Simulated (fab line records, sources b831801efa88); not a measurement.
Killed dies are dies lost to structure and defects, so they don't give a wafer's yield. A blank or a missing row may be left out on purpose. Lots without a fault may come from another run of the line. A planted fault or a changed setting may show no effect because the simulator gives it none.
Tool commonality check | flow sky130 | 13 lots, 39 wafers sampled

WHY IT WAS OPENED
At SKY_NWELL_RS_MEAS_29 the reading NWELL_RS is flagged on 2 of 13 lots. Wafers without a fault read 625.1 ohm/sq, standard deviation 1.6.
Rule: a lot is flagged when every wafer of it that has a number lies more than 4 standard deviations from that mean, or none has a number. The other lots count as sound.

lot  | measured     | on            | NWELL_RS (ohm/sq), wafer by wafer | flag
L788 | day 5 06:47  | film_metro-01 | 624.4 624.2 623.6                 |
L789 | day 5 13:47  | film_metro-04 | 625.5 625.0 626.4                 |
L790 | day 5 22:10  | film_metro-01 | 626.6 625.7 624.6                 |
L792 | day 6 10:16  | film_metro-04 | 623.8 624.1 623.8                 |
L800 | day 8 12:53  | film_metro-04 | 650.2 648.8 648.4                 | FLAGGED
L801 | day 8 16:48  | film_metro-01 | 646.9 647.4 649.0                 | FLAGGED
L802 | day 8 22:40  | film_metro-04 | 627.3 624.5 625.6                 |
L803 | day 9 01:00  | film_metro-04 | 627.3 624.4 627.5                 |
L804 | day 9 08:24  | film_metro-03 | 627.3 625.9 626.0                 |
L805 | day 9 14:16  | film_metro-01 | 625.9 625.4 624.8                 |
L806 | day 10 01:39 | film_metro-01 | 625.1 624.6 622.5                 |
L808 | day 10 14:21 | film_metro-04 | 622.9 624.3 623.1                 |
L811 | day 11 03:35 | film_metro-04 | 623.8 625.0 624.7                 |
The numbers of the flagged lots are 648.5 ohm/sq on average: +23.4 ohm/sq against the usual, or +15 standard deviations.

WHICH TOOL RAN EACH LOT
The record holds 2 process steps before the reading, out of a route of 708 steps. In each cell: the tool, then ch and the chambers that the sampled wafers went through, then the start.
lot  | flag    | SKY_NWELL_IMPLANT_11            | SKY_NWELL_RTA_28
L788 |         | implanter-04 ch 0, day 4 12:14  | rtp_anneal-02 ch 0, day 5 06:41
L789 |         | implanter-03 ch 0, day 4 18:59  | rtp_anneal-01 ch 0, day 5 13:41
L790 |         | implanter-04 ch 0, day 5 03:23  | rtp_anneal-02 ch 0, day 5 22:04
L792 |         | implanter-03 ch 0, day 5 14:23  | rtp_anneal-02 ch 0, day 6 10:10
L800 | FLAGGED | implanter-02 ch 0, day 7 15:05  | rtp_anneal-01 ch 0, day 8 12:47
L801 | FLAGGED | implanter-02 ch 0, day 7 18:59  | rtp_anneal-02 ch 0, day 8 16:41
L802 |         | implanter-03 ch 0, day 8 00:23  | rtp_anneal-02 ch 0, day 8 22:34
L803 |         | implanter-03 ch 0, day 8 02:55  | rtp_anneal-01 ch 0, day 9 00:53
L804 |         | implanter-03 ch 0, day 8 10:38  | rtp_anneal-02 ch 0, day 9 08:18
L805 |         | implanter-04 ch 0, day 8 15:46  | rtp_anneal-01 ch 0, day 9 14:10
L806 |         | implanter-03 ch 0, day 9 03:08  | rtp_anneal-01 ch 0, day 10 01:32
L808 |         | implanter-03 ch 0, day 9 15:40  | rtp_anneal-01 ch 0, day 10 14:14
L811 |         | implanter-03 ch 0, day 10 04:44 | rtp_anneal-01 ch 0, day 11 03:29
What these steps do:
- SKY_NWELL_IMPLANT_11
- SKY_NWELL_RTA_28: time 30 s.
- SKY_NWELL_RS_MEAS_29: measures by four-point-probe.

FLAGGED OVER TOTAL, TOOL BY TOOL (the gauges that took the reading come last)
step                 | tool          | lots run | flagged | share of the flagged lots | sound lots run after its first flagged lot
SKY_NWELL_IMPLANT_11 | implanter-02  | 2        | 2       | all                       | 0
SKY_NWELL_IMPLANT_11 | implanter-03  | 8        | 0       | none                      | -
SKY_NWELL_IMPLANT_11 | implanter-04  | 3        | 0       | none                      | -
SKY_NWELL_RTA_28     | rtp_anneal-01 | 7        | 1       | some                      | 5 (L803,L805,L806,L808,L811)
SKY_NWELL_RTA_28     | rtp_anneal-02 | 6        | 1       | some                      | 2 (L802,L804)
SKY_NWELL_RS_MEAS_29 | film_metro-01 | 5        | 1       | some                      | 2 (L805,L806)
SKY_NWELL_RS_MEAS_29 | film_metro-03 | 1        | 0       | none                      | -
SKY_NWELL_RS_MEAS_29 | film_metro-04 | 7        | 1       | some                      | 4 (L802,L803,L808,L811)

WHAT THE TABLE ALLOWS
1 row of the table ran every flagged lot: implanter-02 at SKY_NWELL_IMPLANT_11.
- implanter-02 at SKY_NWELL_IMPLANT_11: 2 of its 2 lots flagged. It ran no sound lot before its first flagged lot in this sample, so the start can't be narrowed down. Its own readings lie more than 4 standard deviations out on every wafer of the flagged lots: beam_energy_keV.
One tool is left: implanter-02 at SKY_NWELL_IMPLANT_11.

WHAT THE SIMULATOR HAD PUT IN
Process parameter drift: implanter-02, from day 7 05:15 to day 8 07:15, at SKY_NWELL_IMPLANT_11. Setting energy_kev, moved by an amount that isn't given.
Lots struck among those shown: L800, L801. The rule above found the same.
